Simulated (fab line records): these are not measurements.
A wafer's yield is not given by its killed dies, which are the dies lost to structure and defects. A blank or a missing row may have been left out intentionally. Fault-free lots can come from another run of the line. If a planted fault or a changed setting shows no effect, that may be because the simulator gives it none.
Matching of chambers :: flow sky130 :: 4 sister chambers for SKY_CONTACT_CMP_27 on cmp-01
The step polishes, stops on SiO2, t overpolish 15 s, target thk 0 nm. 8 wafers are shown with their chamber, then 12 later ones without.

WAFERS WITH THEIR CHAMBER
wafer: L086.5
chamber: 0
motor current A (A): 11.2
time to endpoint s (s): 85

wafer: L088.1
chamber: 0
motor current A (A): 10.4
time to endpoint s (s): 81

wafer: L090.3
chamber: 1
motor current A (A): 10.6
time to endpoint s (s): 78

wafer: L090.5
chamber: 2
motor current A (A): 9.8
time to endpoint s (s): 79

wafer: L090.6
chamber: 1
motor current A (A): 11.4
time to endpoint s (s): 79

wafer: L091.1
chamber: 3
motor current A (A): 9.9
time to endpoint s (s): 89

wafer: L091.3
chamber: 2
motor current A (A): 9.7
time to endpoint s (s): 84

wafer: L091.6
chamber: 3
motor current A (A): 9.8
time to endpoint s (s): 87

WAFERS WHOSE CHAMBER IS MISSING
wafer: L093.1
motor current A (A): 10.5
time to endpoint s (s): 84

wafer: L093.3
motor current A (A): 11.3
time to endpoint s (s): 83

wafer: L093.4
motor current A (A): 10.4
time to endpoint s (s): 82

wafer: L095.1
motor current A (A): 10.7
time to endpoint s (s): 77

wafer: L095.4
motor current A (A): 10.1
time to endpoint s (s): 82

wafer: L095.5
motor current A (A): 9.9
time to endpoint s (s): 79

wafer: L096.2
motor current A (A): 11.0
time to endpoint s (s): 79

wafer: L096.3
motor current A (A): 9.6
time to endpoint s (s): 79

wafer: L096.6
motor current A (A): 10.1
time to endpoint s (s): 80

wafer: L097.3
motor current A (A): 10.5
time to endpoint s (s): 80

wafer: L097.4
motor current A (A): 10.4
time to endpoint s (s): 84

wafer: L097.6
motor current A (A): 11.0
time to endpoint s (s): 78

THE CHAMBER EACH PASSED THROUGH
wafer: L093.1
from the rows above: can't be placed: 0 or 2 or 3 or 1
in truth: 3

wafer: L093.3
from the rows above: can't be placed: 0 or 1
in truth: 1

wafer: L093.4
from the rows above: can't be placed: 0 or 2 or 1 or 3
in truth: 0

wafer: L095.1
from the rows above: can't be placed: 1 or 0
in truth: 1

wafer: L095.4
from the rows above: can't be placed: 2 or 0 or 3 or 1
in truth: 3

wafer: L095.5
from the rows above: can't be placed: 2 or 1 or 0
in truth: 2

wafer: L096.2
from the rows above: can't be placed: 1 or 0
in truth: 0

wafer: L096.3
from the rows above: 2
in truth: 2

wafer: L096.6
from the rows above: can't be placed: 2 or 0 or 1
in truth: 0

wafer: L097.3
from the rows above: can't be placed: 1 or 0 or 2
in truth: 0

wafer: L097.4
from the rows above: can't be placed: 0 or 2 or 3 or 1
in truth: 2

wafer: L097.6
from the rows above: can't be placed: 1 or 0
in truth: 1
Correctly placed: 1 of 12. From these rows, 11 cannot be placed; in 11 the true chamber is one of the candidates. Wrongly placed: 0.
How it was worked out, from the rows above alone: a wafer's distance from a chamber is the root of the sum, over the readings, of the square of ((its reading less the chamber's mean) divided by the reading's scatter). If the next closest chamber is less than 2 further off than the closest, the wafer can't be placed; otherwise it belongs to the closest. The mean given for a chamber averages the wafers shown for that chamber. The scatter: take each reading less its chamber's mean, square it, sum over the shown wafers, divide by the number of wafers less the number of chambers, and take the root.
